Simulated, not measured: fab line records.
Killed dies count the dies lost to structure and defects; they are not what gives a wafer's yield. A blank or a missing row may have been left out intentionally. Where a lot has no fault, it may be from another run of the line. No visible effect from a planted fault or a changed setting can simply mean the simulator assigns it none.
Which tool did it? || flow sky130 || 11 lots, 33 wafers sampled, at 2 steps of a route of 708

## WHAT THE GAUGES READ, wafer by wafer
SKY_VIA4_RS_MEAS_19: measures by four-point-probe. Usual: VIA4_W_RS typically reads 0.2255 ohm/sq, with standard deviation 0.0027.
{"lot": "L342", "measured": "day 42 16:07", "on": "film_metro-04", "VIA4_W_RS (ohm/sq)": "0.2236 0.2239 0.2212", "flag": ""}
{"lot": "L343", "measured": "day 43 17:23", "on": "film_metro-02", "VIA4_W_RS (ohm/sq)": "0.2286 0.2268 0.2271", "flag": ""}
{"lot": "L346", "measured": "day 43 19:49", "on": "film_metro-03", "VIA4_W_RS (ohm/sq)": "0.2251 0.2287 0.2258", "flag": ""}
{"lot": "L348", "measured": "day 44 16:53", "on": "film_metro-04", "VIA4_W_RS (ohm/sq)": "0.2296 0.2281 0.2268", "flag": ""}
{"lot": "L349", "measured": "day 45 00:13", "on": "film_metro-04", "VIA4_W_RS (ohm/sq)": "0.2217 0.2234 0.2237", "flag": ""}
{"lot": "L354", "measured": "day 46 13:23", "on": "film_metro-02", "VIA4_W_RS (ohm/sq)": "0.2253 0.2282 0.2250", "flag": ""}
{"lot": "L360", "measured": "day 47 11:50", "on": "film_metro-02", "VIA4_W_RS (ohm/sq)": "0.2274 0.2268 0.2256", "flag": ""}
{"lot": "L361", "measured": "day 48 02:29", "on": "film_metro-02", "VIA4_W_RS (ohm/sq)": "0.2282 0.2303 0.2266", "flag": ""}
{"lot": "L363", "measured": "day 48 03:53", "on": "film_metro-03", "VIA4_W_RS (ohm/sq)": "0.2265 0.2220 0.2239", "flag": ""}
{"lot": "L364", "measured": "day 48 16:59", "on": "film_metro-04", "VIA4_W_RS (ohm/sq)": "0.2282 0.2301 0.2272", "flag": ""}
{"lot": "L365", "measured": "day 48 18:07", "on": "film_metro-02", "VIA4_W_RS (ohm/sq)": "0.2248 0.2240 0.2252", "flag": ""}

## TOOL THAT RAN EACH LOT (tool first, then ch and the chambers of the sampled wafers, then the start)
{"lot": "L342", "SKY_VIA4_STRIP_13": "plasma_asher-01 ch 0,1, day 42 15:08"}
{"lot": "L343", "SKY_VIA4_STRIP_13": "plasma_asher-04 ch 0,1, day 43 16:26"}
{"lot": "L346", "SKY_VIA4_STRIP_13": "plasma_asher-03 ch 0,1, day 43 18:48"}
{"lot": "L348", "SKY_VIA4_STRIP_13": "plasma_asher-01 ch 0,1, day 44 16:03"}
{"lot": "L349", "SKY_VIA4_STRIP_13": "plasma_asher-03 ch 0,1, day 44 22:58"}
{"lot": "L354", "SKY_VIA4_STRIP_13": "plasma_asher-01 ch 0,1, day 46 12:34"}
{"lot": "L360", "SKY_VIA4_STRIP_13": "plasma_asher-04 ch 0,1, day 47 11:01"}
{"lot": "L361", "SKY_VIA4_STRIP_13": "plasma_asher-01 ch 0,1, day 48 01:26"}
{"lot": "L363", "SKY_VIA4_STRIP_13": "plasma_asher-01 ch 0,1, day 48 02:55"}
{"lot": "L364", "SKY_VIA4_STRIP_13": "plasma_asher-04 ch 0,1, day 48 15:39"}
{"lot": "L365", "SKY_VIA4_STRIP_13": "plasma_asher-04 ch 0,1, day 48 16:47"}
- SKY_VIA4_STRIP_13: strips in O2/N2.

## AS READ BY THE TOOLS THEMSELVES (means over the sampled wafers that have a number; for cases with no such wafer, the mark the record gives instead)
SKY_VIA4_STRIP_13. Usual: chamber_pressure_mTorr 1500.3 mTorr, standard deviation 1.5; drypump_motor_current_A 5.8 A, standard deviation 0.51; oes_product_au 0.710 a.u., standard deviation 0.0039; strip_time_to_endpoint_s 12.811 s, standard deviation 0.026.
{"lot": "L342", "tool": "plasma_asher-01", "chamber_pressure_mTorr (mTorr)": 1502.0, "drypump_motor_current_A (A)": 6.0, "oes_product_au (a.u.)": 0.709, "strip_time_to_endpoint_s (s)": 12.793, "flag": ""}
{"lot": "L343", "tool": "plasma_asher-04", "chamber_pressure_mTorr (mTorr)": 1498.7, "drypump_motor_current_A (A)": 5.3, "oes_product_au (a.u.)": 0.711, "strip_time_to_endpoint_s (s)": 12.793, "flag": ""}
{"lot": "L346", "tool": "plasma_asher-03", "chamber_pressure_mTorr (mTorr)": 1500.6, "drypump_motor_current_A (A)": 6.2, "oes_product_au (a.u.)": 0.708, "strip_time_to_endpoint_s (s)": 12.810, "flag": ""}
{"lot": "L348", "tool": "plasma_asher-01", "chamber_pressure_mTorr (mTorr)": 1498.9, "drypump_motor_current_A (A)": 6.0, "oes_product_au (a.u.)": 0.707, "strip_time_to_endpoint_s (s)": 12.804, "flag": ""}
{"lot": "L349", "tool": "plasma_asher-03", "chamber_pressure_mTorr (mTorr)": 1500.0, "drypump_motor_current_A (A)": 6.2, "oes_product_au (a.u.)": 0.710, "strip_time_to_endpoint_s (s)": 12.788, "flag": ""}
{"lot": "L354", "tool": "plasma_asher-01", "chamber_pressure_mTorr (mTorr)": 1499.8, "drypump_motor_current_A (A)": 5.6, "oes_product_au (a.u.)": 0.710, "strip_time_to_endpoint_s (s)": 12.817, "flag": ""}
{"lot": "L360", "tool": "plasma_asher-04", "chamber_pressure_mTorr (mTorr)": 1499.8, "drypump_motor_current_A (A)": 5.5, "oes_product_au (a.u.)": 0.716, "strip_time_to_endpoint_s (s)": 12.818, "flag": ""}
{"lot": "L361", "tool": "plasma_asher-01", "chamber_pressure_mTorr (mTorr)": 1501.3, "drypump_motor_current_A (A)": 5.6, "oes_product_au (a.u.)": 0.711, "strip_time_to_endpoint_s (s)": 12.806, "flag": ""}
{"lot": "L363", "tool": "plasma_asher-01", "chamber_pressure_mTorr (mTorr)": 1499.7, "drypump_motor_current_A (A)": 6.0, "oes_product_au (a.u.)": 0.710, "strip_time_to_endpoint_s (s)": 12.832, "flag": ""}
{"lot": "L364", "tool": "plasma_asher-04", "chamber_pressure_mTorr (mTorr)": 1500.5, "drypump_motor_current_A (A)": 5.6, "oes_product_au (a.u.)": 0.709, "strip_time_to_endpoint_s (s)": 12.804, "flag": ""}
{"lot": "L365", "tool": "plasma_asher-04", "chamber_pressure_mTorr (mTorr)": 1500.1, "drypump_motor_current_A (A)": 5.6, "oes_product_au (a.u.)": 0.709, "strip_time_to_endpoint_s (s)": 12.811, "flag": ""}

## THE ANSWER, worked out from the rows above alone
Rule: a lot is off if the mean of its wafers that have a number lies more than 3 standard deviations from the usual mean. Also off: a lot with no number at a reading for which 4 or more lots have one. Any other lot the step has rows for is counted as sound. Order of review: gauges by route order, followed by the tools' own readings, for which a lot's mean as printed above is used. The first step at which some lot is off is used, and at that step the reading that is off furthest; a lot without a number counts as furthest.
None of the lots is off at any reading shown; this tells nothing.

## WHAT WAS PUT IN BY THE SIMULATOR
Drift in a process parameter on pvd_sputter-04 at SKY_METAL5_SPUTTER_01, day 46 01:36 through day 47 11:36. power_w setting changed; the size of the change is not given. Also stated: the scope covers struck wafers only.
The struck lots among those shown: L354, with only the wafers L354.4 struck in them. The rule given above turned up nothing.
